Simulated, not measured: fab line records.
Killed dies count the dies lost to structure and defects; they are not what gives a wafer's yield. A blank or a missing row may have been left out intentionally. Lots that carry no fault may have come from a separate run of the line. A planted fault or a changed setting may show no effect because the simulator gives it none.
The same fault as seen by 2 desks || flow sky130 || numbers are kept per desk, each desk with only its own; the story behind them comes last

DESK OF THE TOOL OWNER: rieMetal-03
The tool's own readings at SKY_METAL4_ETCH_16 (etches BARC in N2/H2, stops on SiO2, time 88.2 s, target depth 60 nm): means of the sampled wafers that have a number, for each lot that ran on this tool. The brackets show how far a lot's mean lies from the usual mean; more than 4 standard deviations puts the lot out of limits, marked OUT.
Columns: A = biasW at SKY_METAL4_ETCH_16, usual 100.06 W; B = chamberPressureMTorr at SKY_METAL4_ETCH_16, usual 30.000 mTorr; C = drypumpMotorCurrentA at SKY_METAL4_ETCH_16, usual 5.6 A; D = heBacksideLeakSccm at SKY_METAL4_ETCH_16, usual 3.47 sccm; E = oesProductAu at SKY_METAL4_ETCH_16, usual 0.625 a.u.; F = runLengthS at SKY_METAL4_ETCH_16, usual 116.7 s; G = throttleValvePct at SKY_METAL4_ETCH_16, usual 13.204 %
{"lot": "L686", "first seen here": "day 42 05:57", "A": 100.12, "B": 30.004, "C": 5.4, "D": 3.49, "E": 0.625, "F": 116.5, "G": 13.203}
{"lot": "L687", "first seen here": "day 42 11:33", "A": 99.98, "B": 30.004, "C": 5.8, "D": 3.49, "E": 0.622, "F": 116.6, "G": 13.203}
{"lot": "L689", "first seen here": "day 43 10:56", "A": 100.10, "B": 30.007, "C": 5.5, "D": 3.36, "E": 0.623, "F": 116.6, "G": 13.191}
{"lot": "L695", "first seen here": "day 44 20:51", "A": 99.81, "B": 29.992, "C": 5.5, "D": 4.37, "E": 0.629, "F": 116.4, "G": 13.214}
{"lot": "L694", "first seen here": "day 44 22:35", "A": 100.31, "B": 29.994, "C": 5.5, "D": 3.48, "E": "0.760 (+29) OUT", "F": "96.6 (-22) OUT", "G": 13.218}
{"lot": "L699", "first seen here": "day 46 02:07", "A": 100.10, "B": 29.968, "C": 5.8, "D": 3.50, "E": "0.877 (+54) OUT", "F": "76.1 (-45) OUT", "G": 13.241}
This desk's finding: out of limits on L694, L699; first on L694, day 44 22:35 (oesProductAu at SKY_METAL4_ETCH_16). L686, L687, L689, L695: within limits.

METROLOGY DESK
Lot by lot, what the gauges showed, no matter which tool ran the lot: averages of those sampled wafers that carry a number. The brackets show how far a lot's mean lies from the usual mean; more than 4 standard deviations puts the lot out of limits, marked OUT.
Columns: A = CAP2M_CVD_00_THK at SKY_CAP2M_THK_MEAS_01, usual 15.50 nm
{"lot": "L683", "first seen here": "day 39 06:44", "A": 15.47}
{"lot": "L686", "first seen here": "day 40 05:31", "A": 15.66}
{"lot": "L687", "first seen here": "day 40 09:58", "A": 15.39}
{"lot": "L688", "first seen here": "day 41 06:12", "A": 15.43}
{"lot": "L689", "first seen here": "day 41 10:54", "A": 15.52}
{"lot": "L695", "first seen here": "day 42 23:08", "A": 15.66}
{"lot": "L694", "first seen here": "day 43 01:57", "A": 15.61}
{"lot": "L699", "first seen here": "day 44 08:35", "A": 15.61}
{"lot": "L701", "first seen here": "day 44 16:48", "A": 15.69}
This desk's finding: nothing out of limits on any of the 9 lots.

ALL TOGETHER
On L694, L699, at day 44 22:35, an alarm was possible from the tool owner's desk.
Nothing out of limits was seen by the metrology desk.
The metrology desk has L694, L699 on record, within its limits.
SKY_METAL4_ETCH_16 was run on rieMetal-03 by each of the lots named.

WHAT HAD BEEN PUT IN BY THE SIMULATOR
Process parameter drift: rieMetal-03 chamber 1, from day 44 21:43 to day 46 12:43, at SKY_METAL4_ETCH_16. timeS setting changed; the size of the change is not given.
Shown lots that were struck: L694, L699.
Each desk's first reading out of limits, in hours after the fault started: the tool owner's desk, 1.
